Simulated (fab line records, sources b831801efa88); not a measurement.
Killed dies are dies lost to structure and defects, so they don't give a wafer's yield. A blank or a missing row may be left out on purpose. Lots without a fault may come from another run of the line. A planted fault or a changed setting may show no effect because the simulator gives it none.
A struck lot beside a sound one | flow sky130 | 34 steps out of a route of 708
Sound: wafers L678.2, L678.4, L678.6. Struck: wafers L694.3, L694.4, L694.6. The cause comes at the end.
At each step with rows: each side's tool, then ch and its chambers, then its first start. Under that, the readings that differ: sound wafers | struck wafers | difference of the means | sigmas: that difference in standard deviations of wafers without a fault.
alike: readings whose means differ by less than 2 such deviations, and words and numbers that are the same on both sides. not compared: withheld readings, readings that some wafer has no value for, bounds like >300 that may hide the same value, and numbers for which the record gives no deviation and whose values overlap.
The two part at a step that has a row with sigmas, a row that says differs or no value, or rows on one side only. Numbers that don't overlap but have no deviation are shown without sigmas and don't part them. A reading that every wafer of one side lacks parts them only if that side has two wafers or more.

SKY_FIELD_ISO_BOW_MEAS_00:
  sound on film_metro-04, day 2 11:01; struck on film_metro-04, day 5 19:02
  alike: INCOMING_BOW
then, 1 step without rows for these wafers: SKY_FIELD_ISO_OXIDATION_01 (stabilise 600 s, purge 300 s, target thk 12 nm).
SKY_FIELD_ISO_THK_MEAS_02:
  sound on film_metro-02, day 2 13:07; struck on film_metro-02, day 5 20:39
  alike: FIELD_ISO_OXIDATION_00_THK
SKY_FIELD_ISO_CVD_03: deposits Si3N4 from DCS/NH3, target thk 165 nm, time 2830 s.
  sound on lpcvd-02 ch 0, day 2 13:10; struck on lpcvd-02 ch 1, day 5 23:20
  reading                | sound          | struck         | difference | sigmas
  zone_power_top_pct (%) | 30.5 30.8 30.4 | 28.3 28.3 28.4 | -2.2       | -2
  alike: zone_power_centre_pct
SKY_FIELD_ISO_THK_MEAS_04:
  sound on film_metro-02, day 2 14:58; struck on film_metro-04, day 6 01:08
  alike: FIELD_ISO_CVD_03_THK
then, 8 steps without rows for these wafers: SKY_FIELD_ISO_DEHYDRATE_05 (time 60 s); SKY_FIELD_ISO_HMDS_06 (prime time 60 s); SKY_FIELD_ISO_COAT_07 (resist thk 60 nm); SKY_FIELD_ISO_COAT_08 (resist thk 450 nm); SKY_FIELD_ISO_SOFTBAKE_09 (time 90 s); SKY_FIELD_ISO_EXPOSE_10 (exposes mask FOM, target cd 150 nm); SKY_FIELD_ISO_PEB_11; SKY_FIELD_ISO_DEVELOP_12 (develop time 60 s).
SKY_FIELD_ISO_CD_MEAS_13: target cd 150 nm.
  sound on cd_sem-02, day 3 06:48; struck on cd_sem-01, day 6 20:23
  alike: cd_nm
SKY_FIELD_ISO_ETCH_14: etches BARC in N2/H2, stops on SiO2, time 45.9 s, target depth 60 nm.
  sound on rie_diel-04 ch 0,2, day 3 06:54; struck on rie_diel-03 ch 0,2,3, day 6 20:28
  alike: chamber_pressure_mTorr, drypump_motor_current_A, h2_flow_sccm, oes_product_au, throttle_valve_pct
  not compared: rf_hours_counter_h
SKY_FIELD_ISO_ETCH_15: etches the open film in CHF3/O2, stops on Si, target depth 180 nm, time 72 s.
  sound on rie_diel-04 ch 0,2, day 3 06:56; struck on rie_diel-03 ch 0,2,3, day 6 20:30
  reading                        | sound             | struck            | difference | sigmas
  chamber_pressure_mTorr (mTorr) | 40.10 40.07 40.03 | 39.94 40.00 39.94 | -0.11      | -3
  alike: drypump_motor_current_A, oes_product_au, throttle_valve_pct
  not compared: rf_hours_counter_h
SKY_FIELD_ISO_STRIP_16: strips in O2/N2.
  sound on plasma_asher-02 ch 0, day 3 07:00; struck on plasma_asher-01 ch 0,1, day 6 20:35
  alike: chamber_pressure_mTorr, drypump_motor_current_A, oes_product_au, strip_time_to_endpoint_s
  not compared: rf_hours_counter_h
SKY_FIELD_ISO_ETCH_17: etches Si in HBr/Cl2/O2, target depth 342 nm, time 97.7 s.
  sound on rie_si-01 ch 1,2,3, day 3 07:06; struck on rie_si-02 ch 1,2,3, day 6 20:40
  alike: chamber_pressure_mTorr, drypump_motor_current_A, oes_product_au, throttle_valve_pct
  not compared: rf_hours_counter_h
then, 5 steps without rows for these wafers: SKY_FIELD_ISO_WET_ETCH_18 (etches Si3N4 in H3PO4, target depth 25 nm, time 286 s); SKY_FIELD_ISO_CLEAN_19 (cleans in SC1/SC2, time 150 s); SKY_FIELD_ISO_CLEAN_20 (cleans in dHF, time 20 s); SKY_FIELD_ISO_WET_ETCH_21 (etches SiO2 in dHF, target depth 20 nm, time 400 s); SKY_FIELD_ISO_OXIDATION_22 (stabilise 600 s, purge 300 s, target thk 10 nm).
SKY_FIELD_ISO_THK_MEAS_23:
  sound on film_metro-02, day 3 09:49; struck on film_metro-02, day 6 23:30
  reading                         | sound             | struck         | difference | sigmas
  FIELD_ISO_OXIDATION_01_THK (nm) | 10.19 10.35 10.27 | 9.78 9.64 9.86 | -0.51      | -2
then, 1 step without rows for these wafers: SKY_FIELD_ISO_CVD_24 (deposits SiO2, target thk 595 nm, time 99.2 s).
SKY_FIELD_ISO_THK_MEAS_25:
  sound on film_metro-01, day 3 09:57; struck on film_metro-04, day 6 23:38
  alike: FIELD_ISO_CVD_24_THK
then, 1 step without rows for these wafers: SKY_FIELD_ISO_ANNEAL_26 (time 1800 s).
SKY_FIELD_ISO_CMP_27: polishes, stops on Si3N4, t overpolish 16 s, target thk 457.8 nm.
  sound on cmp-02 ch 1,3, day 3 11:33; struck on cmp-02 ch 1,2,3, day 7 01:16
  alike: motor_current_A, overpolish_run_s, time_to_endpoint_s
then, 5 steps without rows for these wafers: SKY_FIELD_ISO_WET_ETCH_28 (etches SiO2 in dHF, target depth 23.7 nm, time 47 s); SKY_FIELD_ISO_WET_ETCH_29 (etches Si3N4 in H3PO4, target depth 160 nm, time 1825 s); SKY_FIELD_ISO_WET_ETCH_30 (etches SiO2 in dHF, target depth 25 nm, time 50 s); SKY_NWELL_CLEAN_00 (cleans in SC1/SC2, time 150 s); SKY_NWELL_OXIDATION_01 (stabilise 600 s, purge 300 s, target thk 10 nm).
-- the record jumps here: 45 days lie between the struck wafers' starts before and after (it left off in module NWELL and takes up again in module PAD_OPEN, whose first step shown is number 708 of the route) --
SKY_PAD_OPEN_PROBE_99:
  the record has rows for the struck wafers here (prober-01, day 51 13:25) and none for the sound ones

WHERE THEY PART
First at SKY_FIELD_ISO_CVD_03; last, within this record, at SKY_PAD_OPEN_PROBE_99.

WHY: what the simulator had put in
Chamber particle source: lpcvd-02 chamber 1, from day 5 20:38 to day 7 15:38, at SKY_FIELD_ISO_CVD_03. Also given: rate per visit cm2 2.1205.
